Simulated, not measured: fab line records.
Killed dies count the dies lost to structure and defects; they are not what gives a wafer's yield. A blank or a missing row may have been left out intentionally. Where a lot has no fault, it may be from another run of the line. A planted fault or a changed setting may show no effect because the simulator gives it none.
Which tool was responsible? -- flow sky130 -- 12 lots, 36 wafers sampled, at 5 steps of a route of 708

WHAT THE GAUGES READ, wafer by wafer
SKY_VT_ADJUST_LVTN_TW_MEAS_10. Usual: VT_ADJUST_LVTN_TW typically reads 241.6, with standard deviation 1.9.
lot,measured,on,VT_ADJUST_LVTN_TW,flag
L292,day 7 11:58,film-metro-01,239.4 238.0 238.2,
L293,day 7 13:51,film-metro-01,238.1 238.3 240.3,
L294,day 8 08:43,film-metro-03,245.5 243.8 243.2,
L295,day 8 09:34,film-metro-03,243.8 244.9 244.3,
L301,day 9 08:49,film-metro-04,240.4 242.6 241.3,
L302,day 9 17:30,film-metro-01,239.9 240.1 239.5,
L310,day 11 18:32,film-metro-03,243.5 244.6 243.7,
L311,day 12 03:08,film-metro-03,242.8 243.7 243.5,
L312,day 12 16:10,film-metro-04,240.9 240.7 241.3,
L313,day 13 03:02,film-metro-01,240.2 240.8 240.7,
L314,day 13 05:18,film-metro-04,241.5 240.3 241.1,
L315,day 13 06:47,film-metro-04,240.9 239.6 240.1,

SKY_SONOS_ONO_THK_MEAS_03. Usual: SONOS_ONO_CVD_02_THK typically reads 10.47 nm, with standard deviation 0.16.
lot,measured,on,SONOS_ONO_CVD_02_THK (nm),flag
L292,day 12 07:31,film-metro-03,10.64 10.57 10.52,
L293,day 12 07:31,film-metro-02,10.42 10.23 10.42,
L294,day 13 08:20,film-metro-04,10.03 10.23 10.22,
L295,day 13 08:19,film-metro-02,10.49 10.48 10.46,
L301,day 14 13:32,film-metro-03,10.39 10.53 10.42,
L302,day 15 00:01,film-metro-03,10.59 10.72 10.48,
L310,day 17 12:04,film-metro-04,10.55 10.54 10.47,
L311,day 17 20:52,film-metro-03,10.56 10.62 10.57,
L312,day 18 14:11,film-metro-02,10.65 10.64 10.41,
L313,day 19 00:13,film-metro-04,10.62 10.74 10.69,
L314,day 19 04:25,film-metro-04,10.72 10.53 10.52,
L315,day 19 06:56,film-metro-03,10.52 10.41 10.39,

SKY_POLY_GATE_THK_MEAS_01. Usual: POLY_GATE_CVD_00_THK typically reads 181.0 nm, with standard deviation 1.7.
lot,measured,on,POLY_GATE_CVD_00_THK (nm),flag
L292,day 14 18:32,film-metro-02,181.6 182.5 181.0,
L293,day 14 18:32,film-metro-01,181.6 181.6 183.7,
L294,day 15 20:47,film-metro-02,180.8 181.0 181.7,
L295,day 15 20:47,film-metro-01,182.4 182.3 183.6,
L301,day 17 05:17,film-metro-04,191.5 191.1 191.6,OFF
L302,day 17 16:52,film-metro-02,191.6 192.3 193.3,OFF
L310,day 20 09:01,film-metro-02,180.7 181.6 181.3,
L311,day 20 17:54,film-metro-04,180.6 180.5 180.3,
L312,day 21 10:31,film-metro-04,183.7 183.7 183.0,
L313,day 21 20:25,film-metro-01,181.3 180.5 179.1,
L314,day 22 01:04,film-metro-02,179.9 179.9 180.7,
L315,day 22 03:37,film-metro-04,180.6 178.4 179.1,

SKY_POLY_GATE_THK_MEAS_21. Usual: POLY_GATE_OXIDATION_THK typically reads 3.95 nm, with standard deviation 0.08.
lot,measured,on,POLY_GATE_OXIDATION_THK (nm),flag
L292,day 17 06:45,film-metro-04,4.08 4.01 3.99,
L293,day 17 06:45,film-metro-02,4.01 4.13 3.98,
L294,day 18 11:59,film-metro-01,4.15 4.08 3.97,
L295,day 18 11:59,film-metro-02,4.02 4.08 3.98,
L301,day 19 21:56,film-metro-01,3.87 3.96 3.98,
L302,day 20 09:22,film-metro-01,3.95 3.94 3.98,
L310,day 23 01:22,film-metro-01,3.91 4.01 3.88,
L311,day 23 09:58,film-metro-01,3.92 3.96 3.97,
L312,day 24 00:53,film-metro-02,3.92 3.97 4.03,
L313,day 24 11:31,film-metro-01,4.05 4.05 4.03,
L314,day 24 17:01,film-metro-04,3.94 3.92 3.89,
L315,day 24 19:32,film-metro-04,3.97 3.86 3.87,

WHAT TOOL EACH LOT RAN ON (gives the tool, then ch and the chambers of the sampled wafers, and finally the start)
lot,SKY_POLY_GATE_CVD_00
L292,"lpcvd-01 ch 1, day 14 17:20"
L293,"lpcvd-01 ch 1, day 14 17:20"
L294,"lpcvd-01 ch 0, day 15 19:35"
L295,"lpcvd-01 ch 0, day 15 19:35"
L301,"lpcvd-01 ch 1, day 17 04:04"
L302,"lpcvd-01 ch 1, day 17 15:40"
L310,"lpcvd-01 ch 0, day 20 07:49"
L311,"lpcvd-01 ch 1, day 20 16:41"
L312,"lpcvd-01 ch 1, day 21 09:19"
L313,"lpcvd-01 ch 0, day 21 19:13"
L314,"lpcvd-01 ch 0, day 21 23:52"
L315,"lpcvd-01 ch 1, day 22 02:24"
- SKY_POLY_GATE_CVD_00: deposits poly-Si, target thk 180 nm, time 720 s.

AS READ BY THE TOOLS THEMSELVES (means over the sampled wafers that have a number; for cases with no such wafer, the mark the record gives instead)
SKY_POLY_GATE_CVD_00. Usual: spike-tc-bottom-C 641.9 C, standard deviation 1.1; spike-tc-upper-C 621.5 C, standard deviation 0.95; susceptor-temp-C 620.02 C, standard deviation 0.29.
lot,tool,spike-tc-bottom-C (C),spike-tc-upper-C (C),susceptor-temp-C (C),flag
L292,lpcvd-01,641.4,621.1,620.14,
L293,lpcvd-01,642.7,622.7,620.02,
L294,lpcvd-01,641.5,620.1,620.01,
L295,lpcvd-01,642.4,621.0,619.79,
L301,lpcvd-01,645.5,623.8,622.62,OFF
L302,lpcvd-01,645.8,624.5,622.76,OFF
L310,lpcvd-01,642.0,621.4,620.05,
L311,lpcvd-01,641.5,622.5,619.80,
L312,lpcvd-01,642.6,621.9,619.97,
L313,lpcvd-01,642.6,621.6,620.08,
L314,lpcvd-01,643.2,621.5,619.83,
L315,lpcvd-01,642.8,621.5,619.64,

THE ANSWER, worked out from the rows above alone
Rule: a lot counts as off when the mean over its wafers that have a number is more than 3 standard deviations away from the usual mean. Also off: a lot with no number at a reading for which 4 or more lots have one. All remaining lots with rows at the step are treated as sound. The gauges are gone through in route order, then the tools' own readings, and for those a lot's mean is taken as printed above. At the first step where some lot is off, the reading lying furthest off is the one used; lots without a number count as furthest.
Off: L301, L302, at SKY_POLY_GATE_THK_MEAS_01 (POLY_GATE_CVD_00_THK).
If a tool, at a process step before that reading, ran all the lots that are off and no sound lot after the first of them, it fits. The gauges at SKY_POLY_GATE_THK_MEAS_01 aren't tried: what is off there is off at SKY_POLY_GATE_CVD_00 too, on other tools, and a gauge's error can't cause that. None of those tried fits.

WHAT THE SIMULATOR HAD INSERTED
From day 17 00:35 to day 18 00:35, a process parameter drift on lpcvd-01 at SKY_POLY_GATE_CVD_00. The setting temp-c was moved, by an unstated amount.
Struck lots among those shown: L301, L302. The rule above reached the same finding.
